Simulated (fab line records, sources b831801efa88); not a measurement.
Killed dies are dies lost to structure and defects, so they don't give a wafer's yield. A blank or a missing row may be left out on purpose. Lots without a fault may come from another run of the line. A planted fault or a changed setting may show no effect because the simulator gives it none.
One fault seen from 2 desks | flow sky130 | each desk has only its own numbers; what lay behind them comes last

THE METROLOGY DESK
What the gauges read, lot by lot, whatever tool the lot ran on: means of the sampled wafers that have a number. A lot is out of limits, marked OUT, if its mean lies more than 4 standard deviations from the usual mean; the brackets give that distance.
Columns: A = VIA3_OVL at SKY_VIA3_OVL_MEAS_13, usual -6 nm; B = VIA3_W_RS at SKY_VIA3_RS_MEAS_22, usual 0.292 ohm/sq; C = VIA3_W_THK at SKY_VIA3_THK_MEAS_23, usual 386 nm; D = CAP2M_CVD_00_THK at SKY_CAP2M_THK_MEAS_01, usual 15.40 nm; E = CAP2M_TIN_RS at SKY_CAP2M_RS_MEAS_03, usual 6.93 ohm/sq; F = CAP2M_TIN_THK at SKY_CAP2M_THK_MEAS_04, usual 198.5 nm; G = CAP2M_OVL at SKY_CAP2M_OVL_MEAS_12, usual -0.4 nm
lot  | first seen here | A  | B     | C   | D     | E    | F     | G
L387 | day 41 08:01    | -4 | 0.287 | 389 | 15.57 | 6.92 | 200.3 | -1.3
L389 | day 41 11:22    | -1 | 0.298 | 377 | 15.17 | 6.85 | 200.4 | 1.2
L388 | day 41 17:06    | -7 | 0.286 | 398 | 15.30 | 7.05 | 195.2 | -3.9
L403 | day 45 14:04    | -6 | 0.288 | 389 | 15.42 | 6.94 | 198.4 | 0.6
L407 | day 46 05:45    | -9 | 0.300 | 373 | 15.57 | 6.91 | 198.6 | -0.6
This desk's finding: nothing out of limits on any of the 5 lots.

THE TOOL OWNER'S DESK: pvd_sputter-03
The tool's own readings at SKY_METAL4_SPUTTER_00 (material Ti, target thk 15 nm, time 10 s): means of the sampled wafers that have a number, for each lot that ran on this tool. A lot is out of limits, marked OUT, if its mean lies more than 4 standard deviations from the usual mean; the brackets give that distance.
Columns: A = throttle_valve_pct at SKY_METAL4_SPUTTER_00, usual 29.5 %
lot  | first seen here | A
L389 | day 41 12:50    | 30.1
L403 | day 45 15:49    | 29.6
This desk's finding: nothing out of limits on any of the 2 lots.

PUT TOGETHER
The metrology desk saw nothing out of limits.
The tool owner's desk saw nothing out of limits.

WHAT THE SIMULATOR HAD PUT IN
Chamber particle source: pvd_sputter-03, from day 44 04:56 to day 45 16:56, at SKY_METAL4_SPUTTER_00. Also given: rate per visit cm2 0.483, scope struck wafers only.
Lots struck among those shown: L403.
